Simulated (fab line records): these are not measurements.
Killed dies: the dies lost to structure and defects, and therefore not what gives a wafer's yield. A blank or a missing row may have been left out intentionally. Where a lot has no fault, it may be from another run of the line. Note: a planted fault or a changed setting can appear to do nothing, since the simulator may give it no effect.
Code-filled problem report in 8D (eight disciplines) form	flow gf180mcu	the parts of the form that need people (team, actions taken, sign-off) are left out

== 1. WHAT WENT WRONG ==
V5_W_RS at GF_V5_RS_MEAS_24 reads a mean of 0.202 ohm/sq on 1 wafer of 1 lot; wafers without a fault read 0.327 ohm/sq with a standard deviation of 0.0033. Measured from the usual mean, that is -38 standard deviations.
The step: measures by four-point-probe.
The first sign was on wafer L946.1 at day 30 21:59, on filmMetro-04. Wafers with a number at this step in the record: 26, from 9 lots. By rule, "out" or "out of limits" means more than 4 standard deviations away from the usual mean. The other wafers with a number count as sound.

== 2. WHAT IT IS, WHAT IT ISN'T ==
question	is	is not
which readings at this step	V5_W_RS	-
which lots	L946	L935, L936, L937, L938, L939, L940, L951, L957
which wafers of those lots	L946.1	L946.6
read on which gauges	filmMetro-04	filmMetro-02, filmMetro-03
when	from day 30 21:59	up to then (19 sound wafers); but 6 sound wafers of L951, L957 came after

== 3. SUSPECTS, AND WHAT RULES EACH OUT ==
Counting: a tool at a process step up to the reading stays a suspect if it ran every lot that is out. Sound lots after the first of them don't rule it out here, since some wafers of a struck lot are sound.
- the gauge at GF_V5_RS_MEAS_24 is ruled out. All the wafers that are out were read on filmMetro-04, but those of them that GF_V5_CMP_26 has rows for are out there too, on other tools.
- pvdSputter-02 at GF_V5_SPUTTER_22 (material TiN, target thk 10 nm, time 40 s): kept. It processed L946, the lot that is out, at day 30 21:50, and its most recent sound lot before then was L936 at day 27 13:10.
- cvdW-01 at GF_V5_CVD_23 (deposits W, target thk 350 nm, time 104.9 s): kept. It processed L946, the lot that is out, at day 30 21:53, and its most recent sound lot before then was L938 at day 28 08:42.
Remaining after the count are pvdSputter-02 at GF_V5_SPUTTER_22 and cvdW-01 at GF_V5_CVD_23.

== 4. THE CAUSE (what the simulator had put in) ==
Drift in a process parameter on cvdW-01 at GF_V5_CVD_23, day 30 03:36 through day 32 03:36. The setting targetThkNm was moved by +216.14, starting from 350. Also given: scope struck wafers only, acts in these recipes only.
This tool is one of the 2 suspects left after counting.

== 5. THE EFFECT CHAIN, in route order ==
Each row: a reading where the mean over the struck wafers with a number is more than 3 standard deviations away from the usual. Only readings whose record carries a usual standard deviation are examined. hours: median over the lots of the time between each lot's start at the first step of this table that gives one and its start at this step. sigmas: the change, counted in usual standard deviations.
hours	step	reading	usual	on struck wafers	change	sigmas
0	GF_V5_RS_MEAS_24	V5_W_RS	0.327 ohm/sq	0.202	-0.125	-38
0	GF_V5_THK_MEAS_25	V5_W_THK	344 nm	558	+214	+58
0	GF_V5_CMP_26	timeToEndpointS	86 s	132	+46	+11
Process steps it contains:
- GF_V5_CMP_26: polishes, stops on SiO2, t overpolish 15 s, target thk 0 nm.

== 6. HOW IT WOULD HAVE BEEN CAUGHT EARLIER ==
Counted from the fault's start at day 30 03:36, it took 18 hours until the first out-of-limits reading at a measuring or inspecting step in this record, taken at day 30 21:59.
No tool reading at GF_V5_CVD_23 that has a usual standard deviation in the record was out on any struck wafer, so an alarm limit of 4 standard deviations on those readings would not have fired.
By day 30 21:59 the whole set of lots that are out, 1 in number, had already begun GF_V5_CVD_23 on cvdW-01. Had the tool been put on hold then, not one of them would have been saved.
